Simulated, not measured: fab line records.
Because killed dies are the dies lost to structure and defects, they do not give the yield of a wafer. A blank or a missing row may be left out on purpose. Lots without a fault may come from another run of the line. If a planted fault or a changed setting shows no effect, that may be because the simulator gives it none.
Code-filled problem report in 8D (eight disciplines) form ; flow gf180mcu ; the parts of the form that need people (team, actions taken, sign-off) are left out

1. WHAT IS WRONG
PSD_OVL at GF_PSD_OVL_MEAS_08 reads a mean of -84.3 nm on 6 wafers of 2 lots; wafers without a fault read -0.3 nm with a standard deviation of 1.4. Relative to the usual mean, that is a shift of -60 standard deviations.
First seen on wafer L632.1, day 17 17:47, on overlay-01. The record has a number at this step for 39 wafers belonging to 13 lots. By rule, "out" or "out of limits" means more than 4 standard deviations away from the usual mean. The rest of the wafers with a number are treated as sound.

2. WHAT IT IS, WHAT IT ISN'T
question;is;is not
which readings at this step;PSD_OVL;-
which lots;L632, L638;L622, L623, L624, L625, L627, L628, L631, L633, L637, L641, L644
which wafers of those lots;all that have a number;-
read on which gauges;overlay-01;overlay-02
when;from day 17 17:47;"up to then (21 sound wafers); but 12 sound wafers of L633, L637, L641, L644 came after"

3. WHAT RULES OUT EACH SUSPECT
Counting: a tool at any process step up to the reading remains a suspect when it ran all the lots that are out and ran no sound lot after the first of those.
- the gauge at GF_PSD_OVL_MEAS_08: kept. All the wafers that are out were read on overlay-01, and no step on other tools shows them out.
- iline-stepper-02 at GF_PSD_EXPOSE_04 (exposes mask Pplus, target cd 400 nm): kept. All lots that are out passed through it, beginning with L632 at day 17 06:16, and no sound lot followed; its final sound lot before that point was L631 at day 16 22:45.
What counting leaves: iline-stepper-02 at GF_PSD_EXPOSE_04 and overlay-01 at GF_PSD_OVL_MEAS_08.

4. THE CAUSE (what the simulator had put in)
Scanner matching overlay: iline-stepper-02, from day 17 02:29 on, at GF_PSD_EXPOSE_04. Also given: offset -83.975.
This tool is one of the 2 suspects left after counting.

5. THE EFFECT CHAIN, in route order
Rows list readings where the struck wafers' mean (over those with a number) sits beyond 3 standard deviations from the usual. Only readings whose record carries a usual standard deviation are examined. hours: median over the lots of the time between each lot's start at the first step of this table that gives one and its start at this step. sigmas: the change, counted in usual standard deviations.
hours;step;reading;usual;on struck wafers;change;sigmas
0;GF_PSD_OVL_MEAS_08;PSD_OVL;-0.3 nm;-84.3;-84.0;-60
Later measuring or inspecting steps at which every struck wafer that the step has a row for has a number for every such reading, and none has moved that far: GF_V2_OVL_MEAS_15.

6. HOW IT WOULD HAVE BEEN CAUGHT EARLIER
15 hours passed between the start of the fault at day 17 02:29 and the first reading out of limits at a measuring or inspecting step in this record, taken at day 17 17:47.
Of the tool readings at GF_PSD_EXPOSE_04 for which the record gives a usual standard deviation, none was out on any struck wafer, so an alarm limit of 4 standard deviations on them would not have fired.
L638, from the lots that are out (2), started GF_PSD_EXPOSE_04 on iline-stepper-02 later than day 17 17:47. A hold on the tool at that time would have spared it.
